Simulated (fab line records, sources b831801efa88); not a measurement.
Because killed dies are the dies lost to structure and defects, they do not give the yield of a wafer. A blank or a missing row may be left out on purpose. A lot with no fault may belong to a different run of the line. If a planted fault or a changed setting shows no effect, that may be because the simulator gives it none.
fab line records | flow sfq-line
record lots=5 | wafers=15 | last-day=77
route steps=325 shown M1@58 I1@73 M2@88 M8@325
lots that met no fault: taken from a fault-free run of the same line
start-h: start of the lot's first displayed wafer, in hours after the record's first day | wait-h: hours elapsed since this lot's preceding step | " the same as in the row above | L1.1+2: one row covering several wafers at once | - value missing, or start not given | * or withheld: withheld | < > ~ a bound
route shown NAME@n: NAME is a module with steps in the file, n the number in the route of the first one | usual: average and standard deviation across the fault-free wafers | same: alike in all rows | chamber/n: place in a boat | sites: the reading at each site | _std_site: standard deviation across them | _edge_site: mean of outer sites minus mean of inner sites | radius-mm: how far each site lies from the wafer's centre | mask NAME#n: copy n | behind: the last tool/chamber to shape the wafer | hold: cause of the lot's hold/its duration in hours/its outcome | device: transistor that didn't switch, given as n, p or np | end of line: tests of these same wafers at the route's end | a step without rows: its recipe alone | killed: dies that structure and defects cost at the first sort, which is not the same as the wafer's yield | map: a wafer's dies, marking killed ones x, the rest . and places with no die _
set.NAME: the run value of the setting; set.NAME@STEP: its run value at that earlier step | model.NAME: the simulator's own value behind a step, which no gauge read
lots at selected steps of the route; one table per step, one row per wafer
services: from which hour (start-h, from the record's first day; less than 0 if before it) a tool's chamber was out of use, for how many hours, and why
## steps
# step SFQ_TRILAYER_M1_DEP_PRE_CLEAN_038
# recipe gas=Ar | time-s=22.5 | bias-v=250
# step SFQ_TRILAYER_M1_DEP_SPUTTER_037
# recipe material=Nb | base-pressure-pa=1.33e-06 | chamber-pressure-pa=0.1333 | substrate-temp-c=20 | resputter-cathode-voltage-v=400 | target-thk-nm=200 | power-w=2000 | time-s=133.3
# step SFQ_M1_RS_MEAS_909
# recipe thk-meas-gauge=four-point-probe | reads=Nb_of_TRILAYER_M1_DEP_SPUTTER_037
# usual M1_NB_RS=0.892/0.012
lot.wafer | tool          | chamber | start-h | wait-h | M1_NB_RS[ohm/sq]
L512.1    | film-metro-01 | -       | 285.49  | 0.0    | 0.888
L512.2    | "             | -       | "       | "      | 0.905
L512.6    | "             | -       | "       | "      | 0.900
L516.1    | film-metro-03 | -       | 314.46  | 0.0    | 0.886
L516.3    | "             | -       | "       | "      | 0.870
L516.4    | "             | -       | "       | "      | 0.903
L518.2    | film-metro-01 | -       | 333.51  | 0.1    | 0.897
L518.3    | "             | -       | "       | "      | 0.883
L518.4    | "             | -       | "       | "      | 0.903
L519.2    | film-metro-03 | -       | 337.28  | 0.1    | 0.895
L519.3    | "             | -       | "       | "      | 0.885
L519.6    | "             | -       | "       | "      | 0.895
L527.1    | film-metro-01 | -       | 383.89  | 0.0    | 0.897
L527.3    | "             | -       | "       | "      | 0.882
L527.4    | "             | -       | "       | "      | 0.885
# step SFQ_TRILAYER_M1_LITHO_COAT_044
# recipe resist=BARC | spin-rpm=3000 | resist-thk-nm=62
# step SFQ_TRILAYER_M1_LITHO_COAT_039
# recipe resist=KrF | spin-rpm=3000 | resist-thk-nm=600
# step SFQ_TRILAYER_M1_LITHO_SOFTBAKE_043
# recipe temp-c=withheld | time-s=withheld | resist=KrF
# step SFQ_TRILAYER_M1_LITHO_EXPOSE_040
# recipe mask-id=M1 | na=0.6 | source-shape=conventional | sigma-outer=0.65 | target-cd-nm=500 | dose-mj=14.4
# step SFQ_TRILAYER_M1_LITHO_PEB_042
# recipe peb-temp-c=115 | peb-time-s=60 | resist=KrF
# step SFQ_TRILAYER_M1_LITHO_DEVELOP_041
# recipe time-s=60 | resist=KrF
# step SFQ_M1_OVL_MEAS_911
# usual M1_OVL=-2/6
lot.wafer | tool       | chamber | start-h | wait-h | M1_OVL[nm]
L512.1    | overlay-01 | -       | 349.21  | 0.1    | 9
L512.2    | "          | -       | "       | "      | 2
L512.6    | "          | -       | "       | "      | 3
L516.1    | overlay-01 | -       | 378.01  | 0.1    | -3
L516.3    | "          | -       | "       | "      | 2
L516.4    | "          | -       | "       | "      | 0
L518.2    | overlay-02 | -       | 397.21  | 0.1    | -3
L518.3    | "          | -       | "       | "      | -8
L518.4    | "          | -       | "       | "      | -1
L519.2    | overlay-02 | -       | 400.81  | 0.1    | 13
L519.3    | "          | -       | "       | "      | 10
L519.6    | "          | -       | "       | "      | 14
L527.1    | overlay-01 | -       | 445.86  | 0.1    | -1
L527.3    | "          | -       | "       | "      | -1
L527.4    | "          | -       | "       | "      | 3
# step SFQ_TRILAYER_M1_BARC_OPEN_METAL_ETCH_054
# recipe mask-material=PR | chemistry=O2 | target-depth-nm=125 | target=BARC | icp-w=600 | bias-w=80 | pressure-mtorr=10 | time-s=41.7
# usual chamber-pressure-mTorr=9.998/0.012 | drypump-motor-current-A=5.8/0.38 | oes-product-au=0.685/0.0054 | rf-fwd-power-W=594.5/2.4 | run-length-s=70.0/0.39
lot.wafer | tool         | chamber | start-h | wait-h | chamber-pressure-mTorr | drypump-motor-current-A | oes-product-au | rf-fwd-power-W | rf-hours-counter-h | run-length-s
L512.1    | rie-metal-04 | 0       | 349.24  | 0.0    | 10.005                 | 6.0                     | 0.692          | 592.8          | 168                | 69.6
L512.2    | "            | 1       | "       | "      | 9.986                  | 5.9                     | 0.683          | 592.9          | 107                | 70.6
L512.6    | "            | 1       | "       | "      | 9.993                  | 5.8                     | 0.682          | 595.0          | -                  | 70.3
L516.1    | rie-metal-02 | 0       | 378.04  | 0.0    | 9.999                  | 6.3                     | 0.682          | 596.4          | 27                 | 70.4
L516.3    | "            | 0       | "       | "      | 9.990                  | 6.4                     | 0.681          | 593.7          | -                  | 70.1
L516.4    | "            | 1       | "       | "      | 10.012                 | 5.6                     | 0.683          | 597.3          | -                  | 70.5
L518.2    | rie-metal-04 | 0       | 397.24  | 0.0    | 9.991                  | 6.0                     | 0.685          | 593.2          | 177                | 69.9
L518.3    | "            | 1       | "       | "      | 9.995                  | 5.8                     | 0.694          | 589.0          | -                  | 70.4
L518.4    | "            | 0       | "       | "      | 10.017                 | 6.0                     | 0.685          | 591.5          | -                  | 69.7
L519.2    | rie-metal-03 | 1       | 400.84  | 0.0    | 9.996                  | 5.3                     | 0.689          | 594.9          | 145                | 69.9
L519.3    | "            | 1       | "       | "      | 9.995                  | 5.3                     | 0.688          | 592.7          | -                  | 70.2
L519.6    | "            | 0       | "       | "      | 9.987                  | 5.1                     | 0.687          | 594.5          | -                  | 69.5
L527.1    | rie-metal-02 | 0       | 445.89  | 0.0    | 9.987                  | 6.3                     | 0.697          | 598.1          | 38                 | 69.8
L527.3    | "            | 0       | "       | "      | 10.006                 | 6.3                     | 0.679          | 597.1          | -                  | 69.7
L527.4    | "            | 1       | "       | "      | 10.004                 | 5.6                     | 0.686          | 593.5          | -                  | 69.9
# step SFQ_TRILAYER_M1_ETCH_METAL_ETCH_042
# recipe target=Nb | stop-on=SiO2 | mask-material=PR | chemistry=Cl2/Ar | target-depth-nm=240 | icp-w=600 | bias-w=80 | pressure-mtorr=10 | time-s=120
# usual chamber-pressure-mTorr=10.001/0.009 | drypump-motor-current-A=5.8/0.38 | oes-product-au=0.893/0.0078 | rf-fwd-power-W=597.3/1.7 | run-length-s=148.2/0.38
lot.wafer | tool         | chamber | start-h | wait-h | chamber-pressure-mTorr | drypump-motor-current-A | oes-product-au | rf-fwd-power-W | rf-hours-counter-h | run-length-s | model.KrF_of_TRILAYER_M1_LITHO_COAT_039.thk-nm | model.M1.feature-depth-nm | model.etch.depth-nm
L512.1    | rie-metal-04 | 0       | 349.30  | 0.0    | 10.015                 | 6.0                     | 0.903          | 598.8          | 168                | 148.4        | 379.1                                          | 199.9                     | 199.9
L512.2    | "            | 1       | "       | "      | 9.996                  | 5.9                     | 0.889          | 596.7          | 107                | 148.8        | 384.4                                          | 196.6                     | 196.6
L512.6    | "            | 1       | "       | "      | 10.009                 | 5.9                     | 0.882          | 599.8          | -                  | 148.7        | 382.8                                          | 197.8                     | 197.8
L516.1    | rie-metal-02 | 0       | 378.10  | 0.0    | 9.999                  | 6.3                     | 0.893          | 596.1          | 27                 | 148.3        | 382.3                                          | 200.4                     | 200.4
L516.3    | "            | 0       | "       | "      | 9.994                  | 6.3                     | 0.910          | 596.3          | -                  | 148.5        | 385.4                                          | 204.6                     | 204.6
L516.4    | "            | 1       | "       | "      | 9.994                  | 5.6                     | 0.884          | 597.6          | -                  | 148.0        | 386.2                                          | 196.8                     | 196.8
L518.2    | rie-metal-04 | 0       | 397.30  | 0.0    | 9.988                  | 6.0                     | 0.888          | 598.5          | 177                | 148.3        | 380.6                                          | 198.4                     | 198.4
L518.3    | "            | 1       | "       | "      | 10.018                 | 5.8                     | 1.010          | -              | -                  | 117.3        | 418.4                                          | 177.5                     | 177.5
L518.4    | "            | 0       | "       | "      | 10.006                 | 6.0                     | 0.883          | 599.7          | -                  | 148.0        | 380.7                                          | 197.3                     | 197.3
L519.2    | rie-metal-03 | 1       | 400.90  | 0.0    | 10.018                 | 5.3                     | 0.890          | 597.7          | 145                | 148.5        | 381.6                                          | 198.2                     | 198.2
L519.3    | "            | 1       | "       | "      | 9.992                  | 5.4                     | 0.902          | 595.4          | -                  | 148.4        | 382.7                                          | 200.7                     | 200.7
L519.6    | "            | 0       | "       | "      | 10.028                 | 5.1                     | 0.894          | 598.3          | -                  | 147.5        | 371.6                                          | 198.9                     | 198.9
L527.1    | rie-metal-02 | 0       | 445.95  | 0.0    | 10.009                 | 6.3                     | 0.891          | 598.7          | 38                 | 148.2        | 387.8                                          | 198.7                     | 198.7
L527.3    | "            | 0       | "       | "      | 10.001                 | 6.3                     | 0.892          | 599.4          | -                  | 148.2        | 386.6                                          | 201.7                     | 201.7
L527.4    | "            | 1       | "       | "      | 9.991                  | 5.6                     | 0.888          | 597.9          | -                  | 148.5        | 384                                            | 200.6                     | 200.6
# step SFQ_TRILAYER_M1_STRIP_STRIP_043
# recipe gas=O2 | power-w=200 | platen-temp-c=40 | overash-fraction=0.65 | chemistry=O2 | pressure-mtorr=50
# step SFQ_TRILAYER_M1_STRIP_SOLV_CLEAN_044
# recipe chemistry=NMP | temp-c=70 | time-s=600
# step SFQ_TRILAYER_I1_DEP_PECVD_045
# recipe material=SiO2 | temp-c=150 | time-s=111.11 | pressure-torr=2.4 | rf-w=183.3 | precursor=SiH4/N2O | target-thk-nm=500
# step SFQ_TRILAYER_I1_CMP_CMP_046
# recipe material=SiO2 | down-force-psi=3 | platen-rpm=60 | pad-velocity-m-s=0.94248
# usual head-pressure-psi=3.000/0.007 | motor-current-A=9.7/0.59 | time-to-endpoint-s=215/10
lot.wafer | tool   | chamber | start-h | wait-h | head-pressure-psi | motor-current-A | time-to-endpoint-s
L512.1    | cmp-02 | 0       | 352.58  | 2.3    | 3.005             | 9.6             | 219
L512.2    | "      | 2       | 353.58  | 3.3    | 3.000             | 10.2            | 219
L512.6    | "      | 0       | 354.58  | 4.3    | 2.993             | 9.4             | 221
L516.3    | cmp-01 | 1       | 384.85  | 5.8    | 2.995             | 9.3             | 204
L516.4    | "      | 2       | "       | "      | 3.004             | 9.6             | 222
L516.1    | "      | 3       | "       | "      | 2.998             | 8.8             | 196
L518.2    | cmp-01 | 2       | 400.37  | 2.1    | 3.001             | 9.7             | 220
L518.3    | "      | 3       | "       | "      | 2.998             | 9.7             | 201
L518.4    | "      | 1       | 401.87  | 3.6    | 2.999             | 9.4             | 206
L519.3    | cmp-01 | 1       | 403.37  | 1.5    | 2.995             | 9.4             | 201
L519.2    | "      | 2       | "       | "      | 3.009             | 9.8             | 221
L519.6    | "      | 1       | 405.37  | 3.5    | 2.996             | 9.7             | 218
L527.3    | cmp-02 | 2       | 447.47  | 0.5    | 2.986             | 10.5            | 239
L527.1    | "      | 3       | "       | "      | 3.007             | 11.6            | 220
L527.4    | "      | 0       | "       | "      | 3.002             | 9.5             | 230
# step SFQ_I1_BOW_MEAS_912
# recipe mode=bow
# usual I1_BOW=0/7.5
lot.wafer | tool          | chamber | start-h | wait-h | I1_BOW[um]
L512.1    | film-metro-02 | -       | 355.08  | 2.0    | 2
L512.2    | "             | -       | "       | "      | 7
L512.6    | "             | -       | "       | "      | 6
L516.1    | film-metro-02 | -       | 387.35  | 1.0    | -4
L516.3    | "             | -       | "       | "      | -9
L516.4    | "             | -       | "       | "      | -1
L518.2    | film-metro-03 | -       | 403.39  | 2.5    | 2
L518.3    | "             | -       | "       | "      | 12
L518.4    | "             | -       | "       | "      | -8
L519.2    | film-metro-02 | -       | 406.39  | 2.0    | -2
L519.3    | "             | -       | "       | "      | -11
L519.6    | "             | -       | "       | "      | -14
L527.1    | film-metro-03 | -       | 449.97  | 1.5    | -5
L527.3    | "             | -       | "       | "      | 9
L527.4    | "             | -       | "       | "      | -1
# step SFQ_TRILAYER_I1_METRO_MEASURE_047
# usual thk-nm=200.2/1.3
lot.wafer | tool          | chamber | start-h | wait-h | thk-nm
L512.1    | film-metro-02 | -       | 355.20  | 0.1    | 201.5
L512.2    | "             | -       | "       | "      | 201.3
L512.6    | "             | -       | "       | "      | 201.4
L516.1    | film-metro-02 | -       | 387.47  | 0.1    | 200.0
L516.3    | "             | -       | "       | "      | 199.1
L516.4    | "             | -       | "       | "      | 200.7
L518.2    | film-metro-03 | -       | 403.69  | 0.3    | 201.1
L518.3    | "             | -       | "       | "      | 198.2
L518.4    | "             | -       | "       | "      | 199.3
L519.2    | film-metro-02 | -       | 406.69  | 0.3    | 203.7
L519.3    | "             | -       | "       | "      | 200.2
L519.6    | "             | -       | "       | "      | 199.1
L527.1    | film-metro-03 | -       | 450.09  | 0.1    | 200.4
L527.3    | "             | -       | "       | "      | 201.6
L527.4    | "             | -       | "       | "      | 201.2
# step SFQ_TRILAYER_I1_VIA_LITHO_COAT_054
# recipe resist=BARC | spin-rpm=3000 | resist-thk-nm=62
# step SFQ_TRILAYER_I1_VIA_LITHO_COAT_049
# recipe resist=KrF | spin-rpm=3000 | resist-thk-nm=650
# step SFQ_TRILAYER_I1_VIA_LITHO_SOFTBAKE_053
# recipe temp-c=withheld | time-s=withheld | resist=KrF
# step SFQ_TRILAYER_I1_VIA_LITHO_EXPOSE_050
# recipe mask-id=I1 | na=0.6 | source-shape=conventional | sigma-outer=0.65 | target-cd-nm=500 | dose-mj=21.3
# step SFQ_TRILAYER_I1_VIA_LITHO_PEB_052
# recipe peb-temp-c=115 | peb-time-s=60 | resist=KrF
# step SFQ_TRILAYER_I1_VIA_LITHO_DEVELOP_051
# recipe time-s=60 | resist=KrF
# step SFQ_I1_OVL_MEAS_913
# usual I1_OVL=0/5.8
lot.wafer | tool       | chamber | start-h | wait-h | I1_OVL[nm]
L512.1    | overlay-01 | -       | 460.93  | 0.1    | -1
L512.2    | "          | -       | "       | "      | -3
L512.6    | "          | -       | "       | "      | -4
L516.1    | overlay-01 | -       | 509.30  | 0.1    | -4
L516.3    | "          | -       | "       | "      | 0
L516.4    | "          | -       | "       | "      | 0
L518.2    | overlay-02 | -       | 526.11  | 0.1    | -12
L518.3    | "          | -       | "       | "      | 1
L518.4    | "          | -       | "       | "      | -11
L519.2    | overlay-02 | -       | 528.51  | 0.1    | 9
L519.3    | "          | -       | "       | "      | 1
L519.6    | "          | -       | "       | "      | 8
L527.1    | overlay-01 | -       | 575.30  | 0.1    | -1
L527.3    | "          | -       | "       | "      | -10
L527.4    | "          | -       | "       | "      | 0
# step SFQ_TRILAYER_I1_VIA_BARC_OPEN_VIA_ETCH_071
# recipe mask-material=PR | chemistry=O2 | target-depth-nm=125 | target=BARC | source-w=500 | bias-w=80 | pressure-mtorr=30 | time-s=41.7
# step SFQ_TRILAYER_I1_VIA_ETCH_VIA_ETCH_052
# recipe target=SiO2 | stop-on=Nb | mask-material=PR | taper-deg=20 | chemistry=CHF3 | target-depth-nm=260 | source-w=500 | bias-w=80 | pressure-mtorr=30 | time-s=withheld
# usual chamber-pressure-mTorr=29.999/0.024 | drypump-motor-current-A=5.9/0.37 | oes-product-au=0.855/0.0052 | rf-fwd-power-W=498.2/1.7
lot.wafer | tool        | chamber | start-h | wait-h | chamber-pressure-mTorr | drypump-motor-current-A | oes-product-au | rf-fwd-power-W
L512.1    | rie-diel-02 | 1       | 461.00  | 0.0    | 30.007                 | 6.1                     | 0.857          | 501.6
L512.2    | "           | 3       | "       | "      | 29.988                 | 5.8                     | 0.851          | 498.6
L512.6    | "           | 1       | "       | "      | 30.016                 | 6.1                     | 0.860          | 498.9
L516.1    | rie-diel-03 | 0       | 509.38  | 0.0    | 30.006                 | 6.0                     | 0.858          | 494.8
L516.3    | "           | 3       | "       | "      | 30.022                 | 5.2                     | 0.850          | 500.7
L516.4    | "           | 2       | "       | "      | 30.018                 | 5.9                     | 0.854          | 498.3
L518.2    | rie-diel-02 | 3       | 526.18  | 0.0    | 29.982                 | 5.8                     | 0.865          | 495.8
L518.3    | "           | 1       | "       | "      | 30.004                 | 6.1                     | 0.855          | 495.6
L518.4    | "           | 0       | "       | "      | 29.997                 | 6.0                     | 0.856          | 496.8
L519.2    | rie-diel-01 | 2       | 528.58  | 0.0    | 30.003                 | 6.1                     | 0.861          | 500.0
L519.3    | "           | 3       | "       | "      | 29.984                 | 5.7                     | 0.852          | 499.2
L519.6    | "           | 0       | "       | "      | 29.985                 | 4.8                     | 0.857          | 498.2
L527.1    | rie-diel-01 | 2       | 575.38  | 0.0    | 29.980                 | 6.1                     | 0.858          | 498.1
L527.3    | "           | 0       | "       | "      | 30.033                 | 4.8                     | 0.864          | 502.2
L527.4    | "           | 1       | "       | "      | 30.003                 | 5.9                     | 0.859          | 498.7
# step SFQ_TRILAYER_I1_VIA_STRIP_STRIP_053
# recipe gas=O2 | power-w=200 | platen-temp-c=40 | overash-fraction=0.65 | chemistry=O2 | pressure-mtorr=50
# usual chamber-pressure-mTorr=50.00/0.042 | drypump-motor-current-A=5.5/0.41 | oes-product-au=1.003/0.011
lot.wafer | tool         | chamber | start-h | wait-h | chamber-pressure-mTorr | drypump-motor-current-A | oes-product-au | rf-hours-counter-h
L512.1    | rie-metal-01 | 0       | 461.12  | -      | 50.00                  | 5.0                     | 0.986          | 71
L512.2    | "            | 1       | "       | "      | 50.05                  | 5.9                     | 1.000          | 58
L512.6    | "            | 0       | "       | "      | 50.03                  | 5.0                     | 0.988          | -
L516.1    | rie-metal-01 | 1       | 509.49  | -      | 49.96                  | 5.8                     | 1.000          | 65
L516.3    | "            | 0       | "       | "      | 50.05                  | 5.0                     | 0.999          | -
L516.4    | "            | 1       | "       | "      | 50.01                  | 5.8                     | 0.985          | -
L518.2    | rie-metal-01 | 0       | 526.29  | -      | 49.95                  | 5.0                     | 1.000          | 81
L518.3    | "            | 0       | "       | "      | 49.89                  | 5.0                     | 1.004          | -
L518.4    | "            | 1       | "       | "      | 49.92                  | 5.8                     | 0.983          | -
L519.2    | rie-metal-03 | 0       | 528.89  | -      | 50.00                  | 5.1                     | 1.023          | -
L519.3    | "            | 0       | "       | "      | 50.01                  | 5.1                     | 1.021          | -
L519.6    | "            | 0       | "       | "      | 49.99                  | 5.1                     | 1.014          | -
L527.1    | rie-metal-01 | 1       | 575.49  | -      | 49.98                  | 5.8                     | 1.012          | 78
L527.3    | "            | 0       | "       | "      | 49.95                  | 5.0                     | 1.014          | -
L527.4    | "            | 1       | "       | "      | 50.02                  | 5.8                     | 0.999          | -
# step SFQ_TRILAYER_I1_VIA_STRIP_SOLV_CLEAN_054
# recipe chemistry=NMP | temp-c=70 | time-s=600
# step SFQ_TRILAYER_M2_DEP_PRE_CLEAN_056
# recipe gas=Ar | time-s=22.5 | bias-v=250
# step SFQ_TRILAYER_M2_DEP_SPUTTER_055
# recipe material=Nb | base-pressure-pa=1.33e-06 | chamber-pressure-pa=0.1333 | substrate-temp-c=20 | resputter-cathode-voltage-v=400 | target-thk-nm=200 | power-w=2000 | time-s=133.3
# step SFQ_M2_RS_MEAS_914
# recipe thk-meas-gauge=four-point-probe | reads=Nb_of_TRILAYER_M2_DEP_SPUTTER_055
# usual M2_NB_RS=0.890/0.01
lot.wafer | tool          | chamber | start-h | wait-h | M2_NB_RS[ohm/sq]
L512.1    | film-metro-01 | -       | 462.01  | 0.0    | 0.895
L512.2    | "             | -       | "       | "      | 0.899
L512.6    | "             | -       | "       | "      | 0.903
L516.1    | film-metro-03 | -       | 510.40  | 0.0    | 0.880
L516.3    | "             | -       | "       | "      | 0.891
L516.4    | "             | -       | "       | "      | 0.875
L518.2    | film-metro-01 | -       | 527.21  | 0.1    | 0.898
L518.3    | "             | -       | "       | "      | 0.892
L518.4    | "             | -       | "       | "      | 0.892
L519.2    | film-metro-04 | -       | 530.33  | 0.1    | 0.902
L519.3    | "             | -       | "       | "      | 0.892
L519.6    | "             | -       | "       | "      | 0.894
L527.1    | film-metro-03 | -       | 576.40  | 0.0    | 0.894
L527.3    | "             | -       | "       | "      | 0.873
L527.4    | "             | -       | "       | "      | 0.896
# step SFQ_TRILAYER_M2_LITHO_COAT_062
# recipe resist=BARC | spin-rpm=3000 | resist-thk-nm=62
# step SFQ_TRILAYER_M2_LITHO_COAT_057
# recipe resist=KrF | spin-rpm=3000 | resist-thk-nm=600
# step SFQ_TRILAYER_M2_LITHO_SOFTBAKE_061
# recipe temp-c=withheld | time-s=withheld | resist=KrF
# step SFQ_TRILAYER_M2_LITHO_EXPOSE_058
# recipe mask-id=M2 | na=0.6 | source-shape=conventional | sigma-outer=0.65 | target-cd-nm=500 | dose-mj=14.4
# step SFQ_TRILAYER_M2_LITHO_PEB_060
# recipe peb-temp-c=115 | peb-time-s=60 | resist=KrF
# step SFQ_TRILAYER_M2_LITHO_DEVELOP_059
# recipe time-s=60 | resist=KrF
# step SFQ_M2_OVL_MEAS_916
# usual M2_OVL=-2/5.5
lot.wafer | tool       | chamber | start-h | wait-h | M2_OVL[nm]
L512.1    | overlay-01 | -       | 528.66  | 0.1    | 0
L512.2    | "          | -       | "       | "      | -3
L512.6    | "          | -       | "       | "      | 5
L516.1    | overlay-02 | -       | 570.56  | 0.1    | -9
L516.3    | "          | -       | "       | "      | -9
L516.4    | "          | -       | "       | "      | -6
L518.2    | overlay-02 | -       | 589.32  | 0.1    | 2
L518.3    | "          | -       | "       | "      | 5
L518.4    | "          | -       | "       | "      | 3
L519.2    | overlay-01 | -       | 592.92  | 0.1    | 4
L519.3    | "          | -       | "       | "      | 2
L519.6    | "          | -       | "       | "      | -3
L527.1    | overlay-02 | -       | 645.61  | 0.1    | -12
L527.3    | "          | -       | "       | "      | -10
L527.4    | "          | -       | "       | "      | -4
# step SFQ_TRILAYER_M2_BARC_OPEN_METAL_ETCH_077
# recipe mask-material=PR | chemistry=O2 | target-depth-nm=125 | target=BARC | icp-w=600 | bias-w=80 | pressure-mtorr=10 | time-s=41.7
# step SFQ_M8_BOW_MEAS_951
# recipe mode=bow
# usual M8_BOW=5/12
lot.wafer | tool          | chamber | start-h | wait-h | M8_BOW[um] | model.etest.m1.comb-log10-ohm
L512.1    | film-metro-04 | -       | 1708.56 | 0.0    | 13         | 12
L512.2    | "             | -       | "       | "      | 18         | 12
L512.6    | "             | -       | "       | "      | 17         | 12
L516.1    | film-metro-01 | -       | 1732.68 | 0.0    | -7         | 12
L516.3    | "             | -       | "       | "      | -12        | 12
L516.4    | "             | -       | "       | "      | -3         | 12
L518.2    | film-metro-04 | -       | 1737.48 | 0.0    | -1         | 12
L518.3    | "             | -       | "       | "      | 8          | 0
L518.4    | "             | -       | "       | "      | -11        | 12
L519.2    | film-metro-02 | -       | 1747.50 | 0.0    | 1          | 12
L519.3    | "             | -       | "       | "      | -9         | 12
L519.6    | "             | -       | "       | "      | -13        | 12
L527.1    | film-metro-01 | -       | 1841.87 | 0.0    | -4         | 12
L527.3    | "             | -       | "       | "      | 11         | 12
L527.4    | "             | -       | "       | "      | 0          | 12
## services
tool          | chamber | start-h | hours | kind
rie-metal-02  | -       | 333.19  | 28.1  | pm
rie-metal-03  | 0       | 354.18  | 1.6   | repair
film-metro-03 | -       | 359.93  | 0.6   | pm
film-metro-03 | -       | 368.37  | 0.1   | pm
rie-metal-01  | 0       | 368.78  | 20.3  | repair
rie-metal-01  | -       | 374.90  | 0.7   | repair
rie-metal-04  | -       | 375.99  | 2.8   | pm
rie-metal-02  | -       | 384.15  | 3.0   | repair
rie-diel-01   | 3       | 384.32  | 9.5   | repair
cmp-01        | -       | 397.16  | 3.2   | repair
film-metro-02 | -       | 399.12  | 5.9   | pm
rie-diel-02   | 0       | 406.87  | 3.5   | repair
rie-diel-02   | 3       | 409.13  | 2.0   | repair
cmp-01        | -       | 409.37  | 4.0   | pm
rie-diel-01   | 3       | 409.49  | 12.7  | repair
rie-diel-01   | 1       | 421.99  | 2.0   | repair
film-metro-02 | -       | 431.51  | 0.8   | pm
cmp-02        | -       | 435.21  | 5.2   | pm
film-metro-03 | -       | 451.65  | 0.9   | pm
rie-metal-01  | -       | 469.53  | 2.8   | pm
cmp-01        | -       | 504.96  | 0.8   | repair
film-metro-02 | -       | 512.75  | 2.2   | repair
rie-metal-02  | -       | 533.04  | 2.8   | pm
film-metro-02 | -       | 566.96  | 0.6   | pm
## key
first-sign step=SFQ_TRILAYER_M1_ETCH_METAL_ETCH_042 | reading=run-length-s | direction=down | sigmas=81 | usual=* | struck=*
effect step=SFQ_TRILAYER_M1_ETCH_METAL_ETCH_042 | reading=oes-product-au | direction=up | sigmas=15 | usual=0.893 | struck=1.010
model-effect step=SFQ_TRILAYER_M1_ETCH_METAL_ETCH_042 | value=KrF_of_TRILAYER_M1_LITHO_COAT_039.thk-nm | without=381.6 | struck=418.4
model-effect step=SFQ_M8_BOW_MEAS_951 | value=etest.m1.comb-log10-ohm | without=12 | struck=0
met-at SFQ_TRILAYER_M1_ETCH_METAL_ETCH_042
struck-wafers L518.3
onset-between 349.30 397.30
fault kind=process-parameter-drift | tool=rie-metal-04 | chamber=- | onset-h=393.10 | steps=SFQ_TRILAYER_M1_ETCH_METAL_ETCH_042 | channel=time-s | offset=* | shape=step | end-h=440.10 | scope=struck-wafers-only | acts-in=* | stated=*
